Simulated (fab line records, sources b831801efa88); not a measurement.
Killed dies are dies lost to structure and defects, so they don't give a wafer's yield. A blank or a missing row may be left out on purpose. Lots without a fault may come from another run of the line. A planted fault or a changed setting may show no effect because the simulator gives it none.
A struck lot beside a sound one | flow sky130 | 14 steps out of a route of 708
Sound: wafers L480.1, L480.4, L480.6. Struck: wafers L482.2, L482.4, L482.5. The cause comes at the end.
At each step with rows: each side's tool, then ch and its chambers, then its first start. Under that, the readings that differ: sound wafers | struck wafers | difference of the means | sigmas: that difference in standard deviations of wafers without a fault.
alike: readings whose means differ by less than 2 such deviations, and words and numbers that are the same on both sides. not compared: withheld readings, readings that some wafer has no value for, bounds like >300 that may hide the same value, and numbers for which the record gives no deviation and whose values overlap.
The two part at a step that has a row with sigmas, a row that says differs or no value, or rows on one side only. Numbers that don't overlap but have no deviation are shown without sigmas and don't part them. A reading that every wafer of one side lacks parts them only if that side has two wafers or more.

SKY_NWELL_RS_MEAS_29: measures by four-point-probe.
  sound on film_metro-01, day 7 10:00; struck on film_metro-01, day 7 18:10
  alike: NWELL_RS
SKY_NWELL_RS_MEAS_31: measures by four-point-probe.
  sound on film_metro-01, day 7 10:14; struck on film_metro-01, day 7 18:25
  alike: PWDE_RS
then, 7 steps without rows for these wafers: SKY_VT_ADJUST_HVTP_DEHYDRATE_00 (time 60 s); SKY_VT_ADJUST_HVTP_HMDS_01 (prime time 60 s); SKY_VT_ADJUST_HVTP_COAT_02 (resist thk 1140 nm); SKY_VT_ADJUST_HVTP_SOFTBAKE_03 (time 60 s); SKY_VT_ADJUST_HVTP_EXPOSE_04 (exposes mask HVTPM, target cd 380 nm); SKY_VT_ADJUST_HVTP_PEB_05; SKY_VT_ADJUST_HVTP_DEVELOP_06 (develop time 60 s).
SKY_VT_ADJUST_HVTP_CD_MEAS_07: target cd 380 nm.
  sound on cd_sem-02, day 8 05:58; struck on cd_sem-02, day 8 14:29
  alike: cd_nm
SKY_VT_ADJUST_HVTP_OVL_MEAS_08:
  sound on overlay-01, day 8 06:05; struck on overlay-02, day 8 14:35
  alike: VT_ADJUST_HVTP_OVL
SKY_VT_ADJUST_HVTP_IMPLANT_09:
  sound on implanter-03 ch 0, day 8 06:07; struck on implanter-03 ch 0, day 8 14:38
  reading                   | sound                | struck               | difference | sigmas
  beam_energy_keV           | 150.02 149.97 150.02 | 156.28 156.30 156.26 | +6.28      | +99 or more
  model.implant.rp_nm (nm)  | 80.39 80.39 80.39    | 84.73 84.73 84.73    | +4.34      |
  model.implant.drp_nm (nm) | 33.4 33.4 33.4       | 34.56 34.56 34.56    | +1.16      |
  alike: beam_on_s
SKY_VT_ADJUST_HVTP_STRIP_10: strips in O2/N2.
  sound on plasma_asher-03 ch 0,1, day 8 06:16; struck on plasma_asher-02 ch 0,1, day 8 14:46
  alike: drypump_motor_current_A, oes_product_au, strip_time_to_endpoint_s
  not compared: rf_hours_counter_h
-- the record jumps here: 40 days lie between the struck wafers' starts before and after (it left off in module VT_ADJUST_HVTP and takes up again in module PAD_OPEN, whose first step shown is number 708 of the route) --
SKY_PAD_OPEN_PROBE_99:
  sound on prober-02, day 48 02:32; struck on prober-01, day 48 16:37
  reading                                  | sound                   | struck                  | difference | sigmas
  model.etest.tip_p.rs_ohm_sq              | 7011 7044 6977          | 6838 6832 6852          | -170       |
  model.etest.pfet_01v8_mvt.off_log10_a_um | -11.3 -11.28 -11.07     | -10.61 -10.42 -10.29    | +0.78      |
  model.etest.pfet_01v8.off_log10_a_um     | -10.38 -10.04 -9.877    | -9.552 -9.473 -9.456    | +0.605     |
  model.etest.pfet_01v8_hvt.off_log10_a_um | -13.38 -13.22 -13.48    | -12.95 -13.05 -12.94    | +0.38      |
  model.etest.pfet_01v8_mvt.vt_sat_v (V)   | -0.6107 -0.6038 -0.5974 | -0.5518 -0.5519 -0.5529 | +0.0518    |
  model.etest.pfet_01v8.vt_sat_v (V)       | -0.6213 -0.5974 -0.5925 | -0.5561 -0.553 -0.5588  | +0.0478    |
  model.etest.pfet_01v8_mvt.vt_v (V)       | -0.6923 -0.6921 -0.6859 | -0.6403 -0.6386 -0.6387 | +0.0509    |
  model.etest.pfet_01v8_mvt.vt_long_v (V)  | -0.8973 -0.8991 -0.8985 | -0.8456 -0.8427 -0.8456 | +0.0537    |
  alike: killed_at_M0_to_M3, killed_at_M4_up, killed_at_contacts, killed_at_front_end, killed_at_other, killed_dies, killed_open, killed_short

WHERE THEY PART
Only at SKY_VT_ADJUST_HVTP_IMPLANT_09, within this record. Later steps at which nothing parts them and some readings are alike: SKY_VT_ADJUST_HVTP_STRIP_10, SKY_PAD_OPEN_PROBE_99.

WHY: what the simulator had put in
Process parameter drift: implanter-03, from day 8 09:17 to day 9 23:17, at SKY_VT_ADJUST_HVTP_IMPLANT_09. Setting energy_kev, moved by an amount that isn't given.
